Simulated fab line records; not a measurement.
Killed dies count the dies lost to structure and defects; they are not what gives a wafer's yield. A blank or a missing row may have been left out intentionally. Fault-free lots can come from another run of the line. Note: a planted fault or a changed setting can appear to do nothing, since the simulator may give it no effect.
Which tool did it? -- flow sky130 -- 12 lots with 36 wafers sampled at 4 steps, on a route of 708 steps

WHAT THE GAUGES SHOWED, per wafer
SKY_POLY_GATE_CD_MEAS_13: target cd 150 nm. Usual: cd-nm at 150.0 nm, with a standard deviation of 1.3.
lot,measured,on,cd-nm (nm),flag
L413,day 16 14:20,cd-sem-01,149.6 150.4 150.1,
L415,day 17 10:46,cd-sem-02,150.3 150.3 148.4,
L417,day 18 03:44,cd-sem-01,150.6 151.9 150.6,
L419,day 18 06:44,cd-sem-02,149.3 149.0 148.2,
L418,day 18 08:35,cd-sem-02,150.0 150.3 149.1,
L421,day 19 20:23,cd-sem-01,148.7 150.8 149.5,
L423,day 20 05:20,cd-sem-01,150.9 150.9 150.2,
L427,day 22 01:47,cd-sem-02,151.0 151.1 150.8,
L429,day 22 18:04,cd-sem-01,151.0 150.1 151.5,
L435,day 25 23:20,cd-sem-01,150.8 149.7 151.3,
L436,day 26 00:04,cd-sem-01,150.1 150.1 149.7,
L434,day 26 02:39,cd-sem-02,150.7 149.2 150.1,

SKY_POLY_CUT_OVL_MEAS_09. Usual: POLY_CUT_OVL -2 nm, standard deviation 6.8.
lot,measured,on,POLY_CUT_OVL (nm),flag
L413,day 24 09:22,overlay-01,8 0 13,
L415,day 25 14:04,overlay-02,4 -4 -3,
L417,day 25 21:25,overlay-02,0 4 0,
L419,day 26 06:34,overlay-01,-5 1 -1,
L418,day 26 06:12,overlay-02,-10 -9 -7,
L421,day 27 15:32,overlay-02,-15 -20 -13,
L423,day 27 23:04,overlay-02,-2 12 0,
L427,day 29 16:07,overlay-02,-4 1 -5,
L429,day 30 06:34,overlay-01,-8 1 6,
L435,day 33 06:51,overlay-01,-4 -11 -3,
L436,day 33 08:07,overlay-02,-1 -8 -15,
L434,day 33 09:28,overlay-01,1 0 5,

SKY_LI_CONTACT_THK_MEAS_01. Usual: LI_CONTACT_HDPCVD_THK 931 nm, standard deviation 8.3.
lot,measured,on,LI_CONTACT_HDPCVD_THK (nm),flag
L413,day 28 03:13,film-metro-04,927 922 922,
L415,day 29 06:51,film-metro-03,929 916 932,
L417,day 29 14:22,film-metro-04,924 924 932,
L419,day 29 22:10,film-metro-03,919 927 938,
L418,day 29 21:28,film-metro-03,924 931 930,
L421,day 31 06:56,film-metro-03,937 926 944,
L423,day 31 12:19,film-metro-03,940 913 936,
L427,day 33 04:09,film-metro-04,751 757 765,OFF
L429,day 33 16:35,film-metro-02,739 744 737,OFF
L435,day 36 14:08,film-metro-02,931 924 922,
L436,day 36 15:02,film-metro-03,941 921 939,
L434,day 36 17:40,film-metro-02,925 940 933,

EACH LOT AND THE TOOL THAT RAN IT (in order: tool; ch and the chambers of the sampled wafers; start)
lot,SKY_LI_CONTACT_HDPCVD_00
L413,"hdpcvd-01 ch 0,1,2, day 28 03:06"
L415,"hdpcvd-01 ch 0,2, day 29 06:44"
L417,"hdpcvd-02 ch 0,1,2, day 29 14:15"
L419,"hdpcvd-01 ch 0,1, day 29 22:03"
L418,"hdpcvd-02 ch 0,1, day 29 21:22"
L421,"hdpcvd-02 ch 0,1,2, day 31 06:51"
L423,"hdpcvd-02 ch 0,1,2, day 31 12:13"
L427,"hdpcvd-02 ch 0,1,2, day 33 04:02"
L429,"hdpcvd-02 ch 0,1,2, day 33 16:27"
L435,"hdpcvd-01 ch 0,1,2, day 36 14:02"
L436,"hdpcvd-02 ch 0,1, day 36 14:56"
L434,"hdpcvd-02 ch 0,1, day 36 17:33"
- SKY_LI_CONTACT_HDPCVD_00: deposits PSG, target thk 930 nm, time 155 s.

WHAT THE TOOLS THEMSELVES READ (means of the sampled wafers that have a number; where no wafer has one, the mark that the record gives instead)
SKY_LI_CONTACT_HDPCVD_00. Usual: pressure-mtorr 6.002 mTorr, standard deviation 0.011; sih4-flow-sccm 60.02 sccm, standard deviation 0.19.
lot,tool,pressure-mtorr (mTorr),sih4-flow-sccm (sccm),flag
L413,hdpcvd-01,6.007,59.99,
L415,hdpcvd-01,5.992,59.74,
L417,hdpcvd-02,6.001,60.00,
L419,hdpcvd-01,6.003,59.95,
L418,hdpcvd-02,5.989,60.17,
L421,hdpcvd-02,6.009,60.20,
L423,hdpcvd-02,6.007,60.02,
L427,hdpcvd-02,6.008,48.00,OFF
L429,hdpcvd-02,6.010,47.82,OFF
L435,hdpcvd-01,5.994,60.04,
L436,hdpcvd-02,6.009,60.14,
L434,hdpcvd-02,5.991,59.85,

THE ANSWER, worked out from the rows above alone
Rule: a lot counts as off when the mean over its wafers that have a number is more than 3 standard deviations away from the usual mean. A lot without any number at a reading at which 4 lots or more have one is off too. Where the step has rows for the other lots, those lots are counted as sound. Order of review: gauges by route order, followed by the tools' own readings, for which a lot's mean as printed above is used. At the first step where some lot is off, the reading lying furthest off is the one used; lots without a number count as furthest.
Off: L427, L429, at SKY_LI_CONTACT_THK_MEAS_01 (LI_CONTACT_HDPCVD_THK).
If a tool, at a process step before that reading, ran all the lots that are off and no sound lot after the first of them, it fits. Not tried: the gauges at SKY_LI_CONTACT_THK_MEAS_01; whatever is off there is also off at SKY_LI_CONTACT_HDPCVD_00, on other tools, and gauge error can't account for it. None of those tried fits.

WHAT HAD BEEN PUT IN BY THE SIMULATOR
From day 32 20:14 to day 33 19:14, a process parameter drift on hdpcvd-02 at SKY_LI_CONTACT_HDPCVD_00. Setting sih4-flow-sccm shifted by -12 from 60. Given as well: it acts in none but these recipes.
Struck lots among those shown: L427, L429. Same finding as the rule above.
